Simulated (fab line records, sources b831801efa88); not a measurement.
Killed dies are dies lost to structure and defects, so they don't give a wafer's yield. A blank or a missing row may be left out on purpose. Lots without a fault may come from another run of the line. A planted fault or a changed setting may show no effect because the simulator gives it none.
fab line records | flow sky130
record lots=7 wafers=21 last_day=49
route steps=708 shown NWELL@61 PAD_OPEN@708
lots that met no fault: from a run of the same line without faults
start_h: hours from the record's first day to the start of the lot's first wafer shown | wait_h: hours since the lot's step before | " the same as in the row above | L1.1+2: a row that stands for several wafers | - no value, or no start given | * or withheld: withheld | < > ~ a bound
route shown NAME@n: a module of which the file shows steps, and the number in the route of the first | usual: mean/standard deviation of fault-free wafers | same: alike in all rows | chamber/n: place in a boat | sites: the reading at each site | _std_site: their standard deviation | _edge_site: outer sites' mean less inner sites' | radius_mm: how far each site lies from the wafer's centre | mask NAME#n: copy n | behind: the tool/chamber that last shaped the wafer | hold: why the lot was held/for how many hours/how that ended | device: the transistor (n, p or np) that didn't switch | end of line: the same wafers' tests at the end of the route | a step without rows: its recipe alone | killed: dies lost to structure and defects at the first sort, not the wafer's yield | map: a wafer's dies, x killed, . not, _ none there
set.NAME: the setting as run; set.NAME@STEP: as run at that earlier step | model.NAME: the simulator's own value behind a step, which no gauge read
lots at some steps of the route; a table a step, a row a wafer
services: from which hour (start_h, from the record's first day; less than 0 if before it) a tool's chamber was out of use, for how many hours, and why
## steps
# step SKY_NWELL_PEB_08
# recipe temp_c=115 time_s=withheld
# step SKY_NWELL_DEVELOP_09
# recipe wall_angle_deg=90 developer=TMAH develop_time_s=60 dev_temp_c=23
# step SKY_NWELL_OVL_MEAS_10
# usual NWELL_00_OVL=-0.3/1.5
# columns lot.wafer tool chamber start_h wait_h NWELL_00_OVL[nm]
L290.1 overlay-01 - 108.10 - 1.1
L290.3 " - " " -0.6
L290.5 " - " " -1.8
L292.2 overlay-01 - 119.86 - -2.1
L292.3 " - " " -2.5
L292.5 " - " " -0.5
L296.1 overlay-02 - 157.15 - -2.1
L296.2 " - " " -3.0
L296.6 " - " " -4.4
L297.2 overlay-01 - 158.11 - 2.6
L297.3 " - " " 2.3
L297.6 " - " " 2.8
L298.2 overlay-02 - 159.58 - -0.5
L298.3 " - " " -0.2
L298.6 " - " " 0.0
L302.3 overlay-02 - 185.55 - 0.3
L302.5 " - " " 0.7
L302.6 " - " " 0.6
L306.4 overlay-01 - 205.49 - -1.5
L306.5 " - " " -0.5
L306.6 " - " " -0.5
# step SKY_NWELL_IMPLANT_11
# recipe species=P energy_kev=400 dose_cm2=1.9e+13 tilt_deg=withheld
# step SKY_NWELL_IMPLANT_12
# recipe species=P energy_kev=120 dose_cm2=1.3e+12 tilt_deg=withheld
# step SKY_NWELL_IMPLANT_13
# recipe species=P energy_kev=50 dose_cm2=7e+11 tilt_deg=withheld
# step SKY_NWELL_STRIP_14
# recipe chemistry=O2/N2 power_w=1400 pressure_mtorr=1500 platen_temp_c=withheld o2_flow_sccm=3000 n2_flow_sccm=300 overash_fraction=0.5
# usual drypump_motor_current_A=6.2/0.6 oes_product_au=0.722/0.005 strip_time_to_endpoint_s=36.92/0.097
# columns lot.wafer tool chamber start_h wait_h drypump_motor_current_A oes_product_au rf_hours_counter_h strip_time_to_endpoint_s
L290.1 plasma_asher-03 1 108.59 0.1 6.7 0.719 44 36.81
L290.3 " 1 " " 6.7 0.724 - 36.93
L290.5 " 1 " " 6.8 0.720 - 36.93
L292.2 plasma_asher-02 1 120.34 0.1 6.0 0.716 44 37.10
L292.3 " 1 " " 6.0 0.719 - 37.06
L292.5 " 0 " " 5.2 0.729 - 36.96
L296.1 plasma_asher-04 1 157.66 0.1 5.4 0.730 47 36.74
L296.2 " 0 " " 6.1 0.722 47 36.82
L296.6 " 1 " " 5.4 0.728 - 37.03
L297.2 plasma_asher-03 0 158.59 0.1 6.8 0.725 4 36.77
L297.3 " 1 " " 6.7 0.718 - 36.76
L297.6 " 1 " " 6.7 0.719 - 36.84
L298.2 plasma_asher-03 0 160.06 0.1 6.7 0.725 4 36.90
L298.3 " 0 " " 6.7 0.728 - 37.04
L298.6 " 1 " " 6.7 0.730 - 36.91
L302.3 plasma_asher-02 0 186.05 0.1 5.2 0.726 - 36.95
L302.5 " 0 " " 5.2 0.726 - 37.02
L302.6 " 1 " " 6.0 0.714 - 37.11
L306.4 plasma_asher-02 1 205.99 0.1 6.0 0.721 - 36.92
L306.5 " 1 " " 6.0 0.723 - 36.92
L306.6 " 0 " " 5.1 0.718 - 36.90
# step SKY_NWELL_TW_MEAS_15
# usual NWELL_TW=1815/17
# columns lot.wafer tool chamber start_h wait_h NWELL_TW
L290.1 film_metro-04 - 108.69 0.1 1837
L290.3 " - " " 1836
L290.5 " - " " 1831
L292.2 film_metro-03 - 120.45 0.1 1804
L292.3 " - " " 1812
L292.5 " - " " 1808
L296.1 film_metro-04 - 157.76 0.1 1844
L296.2 " - " " 1851
L296.6 " - " " 1850
L297.2 film_metro-03 - 158.70 0.1 1807
L297.3 " - " " 1821
L297.6 " - " " 1818
L298.2 film_metro-04 - 160.17 0.1 1841
L298.3 " - " " 1845
L298.6 " - " " 1836
L302.3 film_metro-02 - 186.14 0.1 1803
L302.5 " - " " 1797
L302.6 " - " " 1796
L306.4 film_metro-03 - 206.09 0.1 1807
L306.5 " - " " 1809
L306.6 " - " " 1818
# step SKY_NWELL_DEHYDRATE_16
# recipe temp_c=200 time_s=60
# step SKY_NWELL_HMDS_17
# recipe prime_time_s=60 prime_temp_c=120
# step SKY_NWELL_COAT_18
# recipe spin_rpm=2000 resist_thk_nm=3000
# step SKY_NWELL_SOFTBAKE_19
# recipe temp_c=110 time_s=withheld
# step SKY_NWELL_EXPOSE_20
# recipe mask_id=NWM_COMPLEMENT na=0.6 source_shape=conventional sigma_outer=0.6 polarization=unpolarized target_cd_nm=840 dose_mj=260
# usual exposure_dose_mJ_cm2=260.04/0.25
# same sigma_outer=0.6
# columns lot.wafer tool chamber start_h wait_h mask exposure_dose_mJ_cm2
L290.1 iline_stepper-01 0 118.30 - NWM_COMPLEMENT#0 260.10
L290.3 " 0 " " NWM_COMPLEMENT#0 260.00
L290.5 " 0 " " NWM_COMPLEMENT#0 260.24
L292.2 iline_stepper-02 0 129.40 - NWM_COMPLEMENT#0 260.08
L292.3 " 0 " " NWM_COMPLEMENT#0 259.95
L292.5 " 0 " " NWM_COMPLEMENT#0 260.06
L296.1 iline_stepper-01 0 168.25 - NWM_COMPLEMENT#0 251.07
L296.2 " 0 " " NWM_COMPLEMENT#0 250.86
L296.6 " 0 " " NWM_COMPLEMENT#0 251.14
L297.2 iline_stepper-01 0 169.45 - NWM_COMPLEMENT#0 250.84
L297.3 " 0 " " NWM_COMPLEMENT#0 250.78
L297.6 " 0 " " NWM_COMPLEMENT#0 250.63
L298.2 iline_stepper-01 0 170.57 - NWM_COMPLEMENT#0 251.08
L298.3 " 0 " " NWM_COMPLEMENT#0 250.85
L298.6 " 0 " " NWM_COMPLEMENT#0 251.16
L302.3 iline_stepper-02 0 196.42 - NWM_COMPLEMENT#0 260.02
L302.5 " 0 " " NWM_COMPLEMENT#0 259.92
L302.6 " 0 " " NWM_COMPLEMENT#0 260.55
L306.4 iline_stepper-02 0 216.46 - NWM_COMPLEMENT#0 260.05
L306.5 " 0 " " NWM_COMPLEMENT#0 260.17
L306.6 " 0 " " NWM_COMPLEMENT#0 259.86
# step SKY_NWELL_PEB_21
# recipe temp_c=115 time_s=withheld
# step SKY_PAD_OPEN_PROBE_99
# usual killed_at_M0_to_M3=44/7.2 killed_at_M4_up=3.1/1.8 killed_at_contacts=24/4.5 killed_at_front_end=16/4.4 killed_at_other=0.2/0.42 killed_dies=87/8.9 killed_open=48/6.4 killed_short=39/6.2
# same gross_dies=492 killed_at_back_side=0
# columns lot.wafer tool chamber start_h wait_h killed_at_M0_to_M3 killed_at_M4_up killed_at_contacts killed_at_front_end killed_at_other killed_dies killed_open killed_short
L296.1 prober-01 - 1138.27 0.1 33 3 27 14 0 77 44 33
L296.2 prober-01 - 1138.32 0.1 43 5 24 14 0 86 41 45
L296.6 prober-01 - 1138.52 0.2 39 3 28 12 1 83 49 34
L297.2 prober-02 - 1139.36 0.1 42 2 23 17 0 84 45 39
L297.3 prober-02 - 1139.41 0.2 47 2 22 21 0 92 54 38
L297.6 prober-02 - 1139.56 0.2 57 7 25 18 0 107 56 51
L298.2 prober-01 - 1139.82 0.1 31 3 27 11 0 72 47 25
L298.3 prober-01 - 1139.87 0.2 38 0 24 12 1 75 39 36
L298.6 prober-01 - 1140.02 0.2 43 6 17 19 1 86 49 37
L306.4 prober-01 - 1177.49 0.2 46 1 32 27 0 106 58 48
L306.5 prober-01 - 1177.54 0.2 37 2 30 14 1 84 48 36
L306.6 prober-01 - 1177.59 0.2 39 3 22 18 0 82 39 43
# killed by level:class
L296.1 LI_CONTACT:geometric_particle:open=14 VIA1:geometric_particle:open=11 METAL2:geometric_particle:short=8 CONTACT:geometric_particle:open=6 POLY_GATE:geometric_particle:short=4 LI_CONTACT:geometric_particle:short=4 VIA3:geometric_particle:open=4 METAL1:geometric_particle:short=3
L296.2 VIA1:geometric_particle:open=10 LI_CONTACT:geometric_particle:open=7 VIA1:geometric_particle:short=7 CONTACT:geometric_particle:short=6 CONTACT:geometric_particle:open=6 VIA3:geometric_particle:open=6 FIELD_ISO:geometric_particle:short=5 METAL1:geometric_particle:short=5
L296.6 CONTACT:geometric_particle:open=15 LI_CONTACT:geometric_particle:open=7 VIA1:geometric_particle:short=7 FIELD_ISO:geometric_particle:open=6 VIA1:geometric_particle:open=6 VIA3:geometric_particle:open=6 VIA2:geometric_particle:open=4 METAL1:geometric_particle:open=3
L297.2 CONTACT:geometric_particle:open=12 VIA1:geometric_particle:open=11 VIA1:geometric_particle:short=9 VIA3:geometric_particle:short=5 FIELD_ISO:geometric_particle:open=4 FIELD_ISO:geometric_particle:short=4 LOCAL_INTERCONNECT:geometric_particle:short=4 VIA3:geometric_particle:open=4
L297.3 VIA1:geometric_particle:open=11 CONTACT:geometric_particle:open=9 VIA3:geometric_particle:open=8 CONTACT:geometric_particle:short=8 FIELD_ISO:geometric_particle:open=6 METAL2:geometric_particle:short=6 POLY_GATE:geometric_particle:open=5 VIA2:geometric_particle:open=5
L297.6 VIA1:geometric_particle:open=14 VIA1:geometric_particle:short=11 CONTACT:geometric_particle:open=10 POLY_GATE:geometric_particle:open=7 METAL2:geometric_particle:short=7 LI_CONTACT:geometric_particle:open=6 VIA3:geometric_particle:short=6 VIA3:geometric_particle:open=6
L298.2 CONTACT:geometric_particle:open=11 LI_CONTACT:geometric_particle:open=8 VIA3:geometric_particle:open=6 VIA1:geometric_particle:open=5 VIA1:geometric_particle:short=5 POLY_GATE:geometric_particle:open=4 FIELD_ISO:geometric_particle:open=3 FIELD_ISO:geometric_particle:short=3
L298.3 LOCAL_INTERCONNECT:geometric_particle:short=8 VIA1:geometric_particle:open=8 CONTACT:geometric_particle:open=7 VIA2:geometric_particle:open=7 VIA1:geometric_particle:short=4 FIELD_ISO:geometric_particle:open=3 POLY_GATE:geometric_particle:short=3 LOCAL_INTERCONNECT:geometric_particle:open=3
L298.6 VIA1:geometric_particle:open=12 VIA2:geometric_particle:open=7 LI_CONTACT:geometric_particle:open=6 METAL2:geometric_particle:short=5 FIELD_ISO:geometric_particle:open=4 FIELD_ISO:geometric_particle:short=4 CONTACT:geometric_particle:open=4 VIA1:geometric_particle:short=4
L306.4 CONTACT:geometric_particle:open=12 FIELD_ISO:geometric_particle:short=9 FIELD_ISO:geometric_particle:open=9 VIA1:geometric_particle:open=8 METAL2:geometric_particle:short=8 LOCAL_INTERCONNECT:geometric_particle:short=7 VIA2:geometric_particle:open=7 CONTACT:geometric_particle:short=6
L306.5 CONTACT:geometric_particle:open=12 VIA1:geometric_particle:open=8 LI_CONTACT:geometric_particle:open=6 METAL1:geometric_particle:short=5 VIA1:geometric_particle:short=5 METAL2:geometric_particle:short=5 VIA2:geometric_particle:open=5 POLY_GATE:geometric_particle:open=4
L306.6 VIA1:geometric_particle:open=9 CONTACT:geometric_particle:short=7 METAL2:geometric_particle:short=7 CONTACT:geometric_particle:open=6 VIA2:geometric_particle:open=5 METAL1:geometric_particle:short=5 FIELD_ISO:geometric_particle:short=4 LI_CONTACT:geometric_particle:open=4
## services
# columns tool chamber start_h hours kind
plasma_asher-03 - 108.75 9.0 pm
plasma_asher-03 0 108.75 9.0 vent_cycle
plasma_asher-03 1 108.75 9.0 vent_cycle
plasma_asher-03 0 117.75 - clean
plasma_asher-03 1 117.75 - clean
iline_stepper-01 - 125.23 1.7 pm
plasma_asher-03 - 142.71 2.8 pm
plasma_asher-02 - 165.84 2.0 repair
plasma_asher-02 - 170.75 2.8 pm
iline_stepper-02 - 181.21 1.7 pm
plasma_asher-03 - 196.38 14.1 repair
plasma_asher-04 - 196.77 1.2 repair
plasma_asher-03 - 202.63 1.5 repair
## key
first_sign step=SKY_NWELL_EXPOSE_20 reading=exposure_dose_mJ_cm2 direction=down sigmas=37 usual=* struck=*
effect none on later readings
met_at SKY_NWELL_EXPOSE_20
struck_wafers L296.1,L296.2,L296.6,L297.2,L297.3,L297.6,L298.2,L298.3,L298.6
tester_left_out L296,L297,L298
onset_between 118.30 168.25
fault kind=process_parameter_drift tool=iline_stepper-01 chamber=- onset_h=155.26 steps=SKY_NWELL_EXPOSE_20 channel=dose_mj offset=-9.1706 shape=step acts_in=these_recipes_only stated=260
# tester_left_out: of these lots the tester's yield and bins aren't shown, on N5 and GAA mostly nor the transistor test; their killed dies are dies lost to structure and defects alone, not to doping, threshold or leakage, so they don't give the yield
